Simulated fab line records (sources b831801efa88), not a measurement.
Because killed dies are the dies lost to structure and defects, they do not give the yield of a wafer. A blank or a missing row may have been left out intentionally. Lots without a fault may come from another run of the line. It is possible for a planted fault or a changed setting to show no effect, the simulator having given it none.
Matching of chambers :: flow sky130 :: 4 sister chambers for SKY_VIA2_CMP_24 on cmp-01
The step polishes, stops on SiO2, t overpolish 20 s, target thk 0 nm. 7 wafers are shown with their chamber, then 7 later ones without.

## WAFERS PAIRED WITH THEIR CHAMBERS
wafer: L821.4
chamber: 1
motorCurrentA (A): 11.6
timeToEndpointS (s): 105

wafer: L824.4
chamber: 1
motorCurrentA (A): 12.0
timeToEndpointS (s): 107

wafer: L824.6
chamber: 2
motorCurrentA (A): 11.4
timeToEndpointS (s): 101

wafer: L826.2
chamber: 0
motorCurrentA (A): 10.3
timeToEndpointS (s): 106

wafer: L826.5
chamber: 3
motorCurrentA (A): 9.8
timeToEndpointS (s): 102

wafer: L832.1
chamber: 3
motorCurrentA (A): 9.5
timeToEndpointS (s): 105

wafer: L832.2
chamber: 0
motorCurrentA (A): 10.2
timeToEndpointS (s): 108

## WAFERS WITH NO CHAMBER GIVEN
wafer: L832.4
motorCurrentA (A): 11.1
timeToEndpointS (s): 104

wafer: L833.1
motorCurrentA (A): 12.2
timeToEndpointS (s): 101

wafer: L833.3
motorCurrentA (A): 9.2
timeToEndpointS (s): 103

wafer: L833.6
motorCurrentA (A): 10.3
timeToEndpointS (s): 109

wafer: L838.3
motorCurrentA (A): 10.0
timeToEndpointS (s): 101

wafer: L838.5
motorCurrentA (A): 12.2
timeToEndpointS (s): 100

wafer: L838.6
motorCurrentA (A): 10.1
timeToEndpointS (s): 100

## CHAMBER TAKEN BY EACH
wafer: L832.4
from the rows above: can't be placed: 2 or 1
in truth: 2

wafer: L833.1
from the rows above: can't be placed: 1 or 2
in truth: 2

wafer: L833.3
from the rows above: 3
in truth: 3

wafer: L833.6
from the rows above: 0
in truth: 0

wafer: L838.3
from the rows above: can't be placed: 3 or 0
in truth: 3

wafer: L838.5
from the rows above: can't be placed: 2 or 1
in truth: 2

wafer: L838.6
from the rows above: can't be placed: 3 or 0
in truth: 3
Correctly placed: 2 of 7. From these rows, 5 cannot be placed; in 5 the true chamber is one of the candidates. Number placed wrongly: 0.
How it was worked out, from the rows above alone: a wafer's distance from a chamber is the root of the sum, over the readings, of the square of ((its reading less the chamber's mean) divided by the reading's scatter). If the next closest chamber is less than 2 further off than the closest, the wafer can't be placed; otherwise it belongs to the closest. For every chamber, the mean is computed from those of its wafers that are shown. How the scatter is found: for the shown wafers, subtract from each reading the mean of its chamber, square and add these, divide the total by (wafers less chambers), then take the root.
